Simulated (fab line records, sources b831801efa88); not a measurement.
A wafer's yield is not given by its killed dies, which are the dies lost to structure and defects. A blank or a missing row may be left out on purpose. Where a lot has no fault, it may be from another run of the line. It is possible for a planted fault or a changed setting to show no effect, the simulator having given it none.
fab line records | flow gf180mcu
record: lots: 7 wafers: 21 lastDay: 34
route steps=602 shown M3@410
lots that met no fault: taken from a fault-free run of the same line
startH: the number of hours between the record's first day and the start of the first shown wafer of the lot | waitH: how many hours have passed since the lot's step before this one | " unchanged from the row above | L1.1+2: a row that stands for several wafers | - no value present, or no start provided | * or withheld: withheld | < > ~ a bound
route shown NAME@n: names a module that has steps shown in the file, with the first one's number in the route | usual: mean/standard deviation of fault-free wafers | same: alike in all rows | chamber/n: place in a boat | sites: per-site readings | _std_site: standard deviation of those values | _edge_site: inner sites' mean taken away from outer sites' mean | radiusMm: how far each site lies from the wafer's centre | mask NAME#n: copy n | behind: the last tool/chamber to shape the wafer | hold: why the lot went on hold/how many hours it stayed there/how the hold came to an end | device: names the non-switching transistor (n, p or np) | end of line: the route-end tests of the same wafers | step lacking rows: just its recipe | killed: at the first sort, the dies lost to defects and structure; wafer yield is something else | map: per-die view of a wafer (x killed, . not killed, _ where there is no die)
set.NAME: the setting the step ran with; set.NAME@STEP: the setting that earlier step ran with | model.NAME: the simulator's own value behind a step, which no gauge read
certain route steps with their lots: each step a table, each wafer a row
services: a tool's chamber out of use, with start hour (startH, from the record's first day; less than 0 if before it), hours out, and reason
== steps ==
step: GF_M3_SPUTTER_01
recipe: material: TiN targetThkNm: 30 powerW: 6500 timeS: 25 chamberPressurePa: 0.4
usual: throttleValvePct: 29.6/0.74
columns lot.wafer tool chamber startH waitH throttleValvePct
L148.4 pvdSputter-02 - 483.92 0.1 29.4
L148.5 " - " " 29.9
L148.6 " - " " 29.5
L156.3 pvdSputter-02 - 554.53 0.1 28.1
L156.4 " - " " 29.8
L156.6 " - " " 29.5
L159.1 pvdSputter-01 - 568.11 0.1 29.6
L159.2 " - " " 28.6
L159.3 " - " " 29.2
L160.1 pvdSputter-04 - 580.02 0.1 30.5
L160.5 " - " " 29.4
L160.6 " - " " 30.6
L161.3 pvdSputter-04 - 589.78 0.1 30.3
L161.4 " - " " 30.8
L161.6 " - " " 30.6
L163.3 pvdSputter-02 - 594.74 0.1 28.3
L163.4 " - " " 30.3
L163.5 " - " " 30.2
L170.1 pvdSputter-04 - 650.27 0.1 29.6
L170.3 " - " " 30.1
L170.6 " - " " 30.7
step: GF_M3_SPUTTER_02
recipe: material: AlCu targetThkNm: 450 powerW: 10600 timeS: 23.9 chamberPressurePa: 0.4
usual: throttleValvePct: 29.6/0.75
columns lot.wafer tool chamber startH waitH throttleValvePct
L148.4 pvdSputter-02 - 483.95 0.0 29.7
L148.5 " - " " 30.1
L148.6 " - " " 29.3
L156.3 pvdSputter-02 - 554.57 0.0 28.1
L156.4 " - " " 30.0
L156.6 " - " " 29.3
L159.1 pvdSputter-01 - 568.14 0.0 29.8
L159.2 " - " " 28.8
L159.3 " - " " 29.1
L160.1 pvdSputter-04 - 580.05 0.0 30.4
L160.5 " - " " 29.3
L160.6 " - " " 30.4
L161.3 pvdSputter-04 - 589.81 0.0 30.5
L161.4 " - " " 30.6
L161.6 " - " " 30.3
L163.3 pvdSputter-02 - 594.78 0.0 28.0
L163.4 " - " " 30.0
L163.5 " - " " 30.0
L170.1 pvdSputter-04 - 650.30 0.0 29.2
L170.3 " - " " 30.4
L170.6 " - " " 30.8
step: GF_M3_SPUTTER_03
recipe: material: Ti targetThkNm: 10 substrateTempC: 300 chamberPressurePa: 0.3 powerW: 3000 timeS: 6.7
usual: throttleValvePct: 29.6/0.73
columns lot.wafer tool chamber startH waitH throttleValvePct
L148.4 pvdSputter-02 - 483.98 0.0 29.5
L148.5 " - " " 30.1
L148.6 " - " " 29.5
L156.3 pvdSputter-02 - 554.60 0.0 28.1
L156.4 " - " " 29.7
L156.6 " - " " 29.4
L159.1 pvdSputter-01 - 568.17 0.0 29.7
L159.2 " - " " 28.7
L159.3 " - " " 28.8
L160.1 pvdSputter-04 - 580.08 0.0 30.4
L160.5 " - " " 29.4
L160.6 " - " " 30.7
L161.3 pvdSputter-04 - 589.84 0.0 30.5
L161.4 " - " " 30.6
L161.6 " - " " 29.9
L163.3 pvdSputter-02 - 594.81 0.0 28.0
L163.4 " - " " 30.1
L163.5 " - " " 30.2
L170.1 pvdSputter-04 - 650.33 0.0 29.3
L170.3 " - " " 30.2
L170.6 " - " " 30.4
step: GF_M3_SPUTTER_04
recipe: material: TiN targetThkNm: 50 powerW: 6500 timeS: 41.7 chamberPressurePa: 0.4
usual: throttleValvePct: 29.5/0.73
columns lot.wafer tool chamber startH waitH throttleValvePct
L148.4 pvdSputter-02 - 484.00 0.0 29.3
L148.5 " - " " 30.3
L148.6 " - " " 29.3
L156.3 pvdSputter-02 - 554.62 0.0 28.0
L156.4 " - " " 29.6
L156.6 " - " " 29.7
L159.1 pvdSputter-01 - 568.19 0.0 29.8
L159.2 " - " " 28.4
L159.3 " - " " 28.9
L160.1 pvdSputter-04 - 580.10 0.0 30.5
L160.5 " - " " 29.2
L160.6 " - " " 30.7
L161.3 pvdSputter-04 - 589.86 0.0 30.3
L161.4 " - " " 30.6
L161.6 " - " " 30.2
L163.3 pvdSputter-02 - 594.83 0.0 28.1
L163.4 " - " " 30.2
L163.5 " - " " 30.1
L170.1 pvdSputter-04 - 650.35 0.0 29.6
L170.3 " - " " 30.4
L170.6 " - " " 30.7
step: GF_M3_RS_MEAS_05
recipe: thkMeasGauge: four-point-probe reads: TiN_of_M3_SPUTTER_04+Ti_of_M3_SPUTTER_03+AlCu_of_M3_SPUTTER_02+TiN_of_M3_SPUTTER_01+Ti_of_M3_SPUTTER_00
usual: M3_ALCU_RS: 0.0691/0.00068
columns lot.wafer tool chamber startH waitH M3_ALCU_RS[ohm/sq]
L148.4 filmMetro-04 - 484.10 0.1 0.0692
L148.5 " - " " 0.0691
L148.6 " - " " 0.0693
L156.3 filmMetro-03 - 554.70 0.1 0.0690
L156.4 " - " " 0.0687
L156.6 " - " " 0.0690
L159.1 filmMetro-03 - 568.23 0.0 0.0695
L159.2 " - " " 0.0686
L159.3 " - " " 0.0701
L160.1 filmMetro-03 - 580.14 0.0 0.0678
L160.5 " - " " 0.0694
L160.6 " - " " 0.0680
L161.3 filmMetro-03 - 589.94 0.1 0.0694
L161.4 " - " " 0.0686
L161.6 " - " " 0.0692
L163.3 filmMetro-03 - 594.91 0.1 0.0700
L163.4 " - " " 0.0693
L163.5 " - " " 0.0694
L170.1 filmMetro-03 - 650.39 0.0 0.0701
L170.3 " - " " 0.0685
L170.6 " - " " 0.0692
step: GF_M3_THK_MEAS_06
recipe: thkMeasGauge: xrf reads: AlCu_of_M3_SPUTTER_02
usual: M3_ALCU_THK: 460/4.8
columns lot.wafer tool chamber startH waitH M3_ALCU_THK[nm]
L148.4 filmMetro-04 - 484.19 0.1 461
L148.5 " - " " 460
L148.6 " - " " 459
L156.3 filmMetro-03 - 554.80 0.1 459
L156.4 " - " " 462
L156.6 " - " " 458
L159.1 filmMetro-03 - 568.35 0.1 458
L159.2 " - " " 463
L159.3 " - " " 453
L160.1 filmMetro-03 - 580.26 0.1 466
L160.5 " - " " 458
L160.6 " - " " 465
L161.3 filmMetro-03 - 590.04 0.1 459
L161.4 " - " " 462
L161.6 " - " " 457
L163.3 filmMetro-03 - 595.01 0.1 454
L163.4 " - " " 460
L163.5 " - " " 454
L170.1 filmMetro-03 - 650.51 0.1 452
L170.3 " - " " 463
L170.6 " - " " 457
step: GF_M3_DEHYDRATE_07
recipe: tempC: 200 timeS: 60
step: GF_M3_HMDS_08
recipe: primeTimeS: 60 primeTempC: 120
step: GF_M3_COAT_09
recipe: resist: KrF spinRpm: withheld resistThkNm: 1000
step: GF_M3_SOFTBAKE_10
recipe: tempC: 130 timeS: 60 resist: KrF
step: GF_M3_EXPOSE_11
recipe: maskId: Metal3 targetCdNm: 280 na: 0.68 sourceShape: conventional sigmaOuter: 0.6 doseMj: 28
step: GF_M3_PEB_12
recipe: pebTempC: 135 pebTimeS: 90 resist: KrF
step: GF_M3_DEVELOP_13
recipe: developTimeS: 60 devTempC: 21
usual: chillPlateTempC: 22.99/0.11 developTimeS: 60/0
columns lot.wafer tool chamber startH waitH chillPlateTempC developTimeS model.KrF_of_M3_COAT_09.thkNm
L148.4 lithoTrack-02 0 507.13 0.1 22.98 60 984.4
L148.5 " 0 " " 23.00 60 987.2
L148.6 " 0 " " 22.83 60 983.3
L156.3 lithoTrack-04 0 576.36 0.1 23.24 60 984.6
L156.4 " 0 " " 23.16 60 984.5
L156.6 " 0 " " 23.09 60 984.7
L159.1 lithoTrack-04 - 589.71 0.2 - - 1002
L159.2 " - " " - - 1002
L159.3 " - " " - - 1001
L160.1 lithoTrack-04 - 601.36 0.2 - - 1002
L160.5 " - " " - - 998.8
L160.6 " - " " - - 1001
L161.3 lithoTrack-02 - 610.70 0.1 - - 998.1
L161.4 " - " " - - 999.5
L161.6 " - " " - - 997.9
L163.3 lithoTrack-01 0 614.90 0.1 22.83 60 986.6
L163.4 " 0 " " 23.00 60 987
L163.5 " 0 " " 22.93 60 989.7
L170.1 lithoTrack-02 0 669.60 0.2 23.09 60 982.1
L170.3 " 0 " " 23.01 60 983.2
L170.6 " 0 " " 23.05 60 981.8
step: GF_M3_CD_MEAS_14
recipe: targetCdNm: 280
usual: cdNm: 280.1/1.1
columns lot.wafer tool chamber startH waitH cdNm
L148.4 cdSem-01 - 507.26 0.1 280.1
L148.5 " - " " 280.2
L148.6 " - " " 279.9
L156.3 cdSem-02 - 576.50 0.1 279.3
L156.4 " - " " 278.7
L156.6 " - " " 279.5
L159.1 cdSem-01 - 589.86 0.1 -
L159.2 " - " " -
L159.3 " - " " -
L160.1 cdSem-01 - 601.51 0.1 -
L160.5 " - " " -
L160.6 " - " " -
L161.3 cdSem-01 - 610.84 0.1 -
L161.4 " - " " -
L161.6 " - " " -
L163.3 cdSem-01 - 615.04 0.1 281.2
L163.4 " - " " 280.2
L163.5 " - " " 280.6
L170.1 cdSem-02 - 669.75 0.1 279.5
L170.3 " - " " 281.0
L170.6 " - " " 280.8
== services ==
columns tool chamber startH hours kind
pvdSputter-04 - 482.27 6.6 repair
pvdSputter-02 - 509.57 7.5 repair
pvdSputter-04 - 513.08 6.4 repair
pvdSputter-01 2 519.18 - consumableReplace:kit
pvdSputter-01 2 519.18 18.0 scheduledDown
pvdSputter-01 2 519.18 18.0 ventCycle
pvdSputter-02 0 519.54 - consumableReplace:kit
pvdSputter-02 0 519.54 18.0 scheduledDown
pvdSputter-02 0 519.54 18.0 ventCycle
pvdSputter-01 - 532.12 3.2 repair
pvdSputter-02 - 538.51 15.4 repair
pvdSputter-01 - 548.85 2.0 repair
pvdSputter-04 2 575.76 - consumableReplace:kit
pvdSputter-04 2 575.76 18.0 scheduledDown
pvdSputter-04 2 575.76 18.0 ventCycle
pvdSputter-01 - 612.34 6.5 repair
pvdSputter-01 - 623.78 6.4 repair
pvdSputter-02 - 626.18 3.9 repair
pvdSputter-02 - 628.41 2.7 repair
pvdSputter-04 - 636.98 5.3 repair
pvdSputter-02 - 645.91 6.9 repair
== key ==
firstSign: step: GF_M3_DEVELOP_13 reading: toolRecord direction: missing
effect none on later readings
modelEffect: step: GF_M3_DEVELOP_13 value: KrF_of_M3_COAT_09.thkNm without: 985.4 struck: 1000
metAt GF_M3_DEVELOP_13
struckWafers L159.1,L159.2,L159.3,L160.1,L160.5,L160.6,L161.3,L161.4,L161.6
laterRowsLeftOut L159.1,L159.2,L159.3,L160.1,L160.5,L160.6,L161.3,L161.4,L161.6
sortLeftOut L159.1,L159.2,L159.3,L160.1,L160.5,L160.6,L161.3,L161.4,L161.6
onsetBetween 576.36 589.71
fault: kind: skippedStepWhole tool: lithoTrack-02,lithoTrack-04 chamber: - onsetH: 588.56 steps: GF_M3_DEVELOP_13 scope: struckLotsOnly
sortLeftOut: the simulated sort isn't trusted on such a fault, so these wafers' sort isn't shown, and their yield isn't known
laterRowsLeftOut: the simulator's readings of these wafers behind a module that went badly wrong aren't trusted and aren't shown, but for the sort
